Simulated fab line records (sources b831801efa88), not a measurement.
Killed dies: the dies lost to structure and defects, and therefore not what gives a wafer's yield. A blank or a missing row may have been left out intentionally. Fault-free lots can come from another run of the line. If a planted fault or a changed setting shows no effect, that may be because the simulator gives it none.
8D (eight disciplines) problem report, filled in by code / flow sky130 / the parts of the form that need people (team, actions taken, sign-off) are left out

## 1. THE ISSUE
cdNm at SKY_METAL2_CD_MEAS_15 reads a mean of 154.6 nm on 6 wafers of 2 lots; wafers without a fault read 139.4 nm with a standard deviation of 1.3. Measured from the usual mean, that is +12 standard deviations.
The step: target cd 140 nm.
First observed at day 39 11:03: wafer L234.4, on cdSem-02. The record has a number at this step for 36 wafers belonging to 12 lots. Rule for "out", or "out of limits": more than 4 standard deviations from the usual mean. All remaining wafers that have a number are taken as sound.

## 2. WHAT IT IS AND WHAT IT IS NOT
question=which readings at this step | is=cdNm | is not=-
question=which lots | is=L234, L238 | is not=L221, L222, L223, L224, L225, L228, L229, L239, L240, L243
question=which wafers of those lots | is=all that have a number | is not=-
question=read on which gauges | is=cdSem-02 | is not=cdSem-01
question=when | is=from day 39 11:03 | is not=up to then (21 sound wafers); but 9 sound wafers of L239, L240, L243 came after

## 3. THE SUSPECTS, EACH WITH WHAT RULES IT OUT
Counting: a tool stays on the suspect list if, at a process step up to the reading, it processed all lots that are out and no sound lot following the first of them.
- the gauge at SKY_METAL2_CD_MEAS_15: ruled out. All the wafers that are out were read on cdSem-02, but those of them that SKY_METAL2_EXPOSE_12 has rows for are out there too, on other tools.
- krfScanner-02 at SKY_METAL2_EXPOSE_12 (exposes mask MM2, target cd 140 nm): kept. It processed each lot that is out, first L234 at day 38 22:55, and no sound lot thereafter; up to then, the last sound lot it processed was L229 at day 37 10:59. Out on those wafers are its own readings of exposureDoseMJCm2.
The count leaves krfScanner-02 at SKY_METAL2_EXPOSE_12.

## 4. THE CAUSE (what the simulator had put in)
Process parameter drift: krfScanner-02, from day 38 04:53 on, at SKY_METAL2_EXPOSE_12. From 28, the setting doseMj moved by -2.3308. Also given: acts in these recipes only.
The count eliminated every tool but this one.

## 5. THE EFFECT CHAIN, in route order
Rows list readings where the struck wafers' mean (over those with a number) sits beyond 3 standard deviations from the usual. Only readings for which the record gives a usual standard deviation are gone through. hours: the time from each lot's start at the first step in this table that gives one to its start at this step, as a median over the lots. sigmas: the change in usual standard deviations.
hours=0; step=SKY_METAL2_EXPOSE_12; reading=exposureDoseMJCm2; usual=27.98; on struck wafers=25.87; change=-2.11; sigmas=-68
hours=12; step=SKY_METAL2_CD_MEAS_15; reading=cdNm; usual=139.4 nm; on struck wafers=154.6; change=+15.2; sigmas=+12
hours=241; step=SKY_PAD_OPEN_PROBE_99; reading=sort_bin_3_pad_short; usual=0.8 %; on struck wafers=2.3; change=+1.5; sigmas=+3.9
Its process steps:
- SKY_METAL2_EXPOSE_12: exposes mask MM2, target cd 140 nm.
- SKY_PAD_OPEN_PROBE_99

## 6. WHAT WOULD HAVE CAUGHT IT SOONER
30 hours passed between the start of the fault at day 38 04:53 and the first reading out of limits at a measuring or inspecting step in this record, taken at day 39 11:03.
At SKY_METAL2_EXPOSE_12, the tool's own readings (exposureDoseMJCm2) were out on each struck wafer the step has a row for, so an alarm limit on them would have fired on the first such wafer.
Lots out: 2; of these, L238 started SKY_METAL2_EXPOSE_12 on krfScanner-02 after day 39 11:03. A tool hold placed at that time would have kept it from harm.
